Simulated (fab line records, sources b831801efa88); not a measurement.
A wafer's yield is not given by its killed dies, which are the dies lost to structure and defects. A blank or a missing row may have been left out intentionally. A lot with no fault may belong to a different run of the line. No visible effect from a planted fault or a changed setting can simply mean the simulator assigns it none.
8D (eight disciplines) problem report, filled in by code :: flow gf180mcu :: the parts of the form that need people (team, actions taken, sign-off) are left out

## 1. WHAT IS WRONG
M2_ALCU_RS at GF_M2_RS_MEAS_05 reads a mean of 0.0745 ohm/sq on 3 wafers of 2 lots; wafers without a fault read 0.0698 ohm/sq with a standard deviation of 0.00095. Measured from the usual mean, that is +4.9 standard deviations.
The step: measures by four-point-probe.
First observed at day 22 20:08: wafer L169.2, on filmMetro-04. At this step, 33 wafers from 11 lots have a number in the record. Rule for "out" (also "out of limits"): further than 4 standard deviations from the usual mean. All remaining wafers that have a number are taken as sound.

## 2. WHAT IT IS; WHAT IT IS NOT
question: which readings at this step
is: M2_ALCU_RS
is not: -

question: which lots
is: L169, L170
is not: L158, L160, L172, L174, L175, L177, L178, L179, L180

question: which wafers of those lots
is: L169.2, L169.5, L170.4
is not: L169.4, L170.2, L170.3

question: read on which gauges
is: filmMetro-04
is not: filmMetro-01, filmMetro-03

question: when
is: from day 22 20:08
is not: up to then (7 sound wafers); but 23 sound wafers of L170, L172, L174, L175, L177, L178, L179, L180 came after

## 3. THE SUSPECTS, EACH WITH WHAT RULES IT OUT
Counting: if a tool at a process step up to the reading ran every lot that is out, it stays a suspect. Sound lots after the first of them don't rule it out here, since some wafers of a struck lot are sound.
- the gauge at GF_M2_RS_MEAS_05: kept. All the wafers that are out were read on filmMetro-04, and no step on other tools shows them out.
- pvdSputter-03 at GF_M2_SPUTTER_01 (material TiN, target thk 30 nm, time 25 s): kept. It processed each lot that is out (first: L169, day 22 20:00); up to then, its last sound lot is L160 (day 19 02:55).
- pvdSputter-03 at GF_M2_SPUTTER_02 (material AlCu, target thk 450 nm, time 23.9 s): kept. It processed each lot that is out (first: L169, day 22 20:02); up to then, its last sound lot is L160 (day 19 02:56).
After the count, these remain: pvdSputter-03 at GF_M2_SPUTTER_01, pvdSputter-03 at GF_M2_SPUTTER_02 and filmMetro-04 at GF_M2_RS_MEAS_05.

## 4. THE CAUSE (what the simulator had put in)
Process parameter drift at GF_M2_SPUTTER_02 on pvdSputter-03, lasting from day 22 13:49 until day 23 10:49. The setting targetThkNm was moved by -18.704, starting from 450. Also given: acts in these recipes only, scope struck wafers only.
3 suspects survive the count, and this tool is in that group.

## 5. SEQUENCE OF EFFECTS, ordered by route
One row per reading whose mean, taken over the struck wafers that have a number, lies over 3 standard deviations from the usual. Only readings for which the record gives a usual standard deviation are gone through. hours: the time from each lot's start at the first step in this table that gives one to its start at this step, as a median over the lots. sigmas: the change in usual standard deviations.
hours: 0
step: GF_M2_RS_MEAS_05
reading: M2_ALCU_RS
usual: 0.0698 ohm/sq
on struck wafers: 0.0745
change: +0.0047
sigmas: +4.9

hours: 0
step: GF_M2_THK_MEAS_06
reading: M2_ALCU_THK
usual: 445 nm
on struck wafers: 419
change: -26
sigmas: -4.1

hours: 22
step: GF_M2_METAL_ETCH_16
reading: oesProductAu
usual: 0.971 a.u.
on struck wafers: 0.944
change: -0.027
sigmas: -3.7
The process steps in it:
- GF_M2_METAL_ETCH_16: etches the open film in Cl2/BCl3, stops on SiO2, target depth 627.5 nm, time 104.6 s.

## 6. HOW IT WOULD HAVE BEEN CAUGHT EARLIER
In this record the first reading out of limits at a measuring or inspecting step was taken at day 22 20:08, 6 hours after the fault began at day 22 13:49.
An alarm limit of 4 standard deviations would not have fired on the tool readings at GF_M2_SPUTTER_02 for which the record gives a usual standard deviation, since none of them was out on any struck wafer.
Among the 2 lots that are out, L170 began GF_M2_SPUTTER_02 on pvdSputter-03 after day 22 20:08. Putting the tool on hold at that point would have spared it.
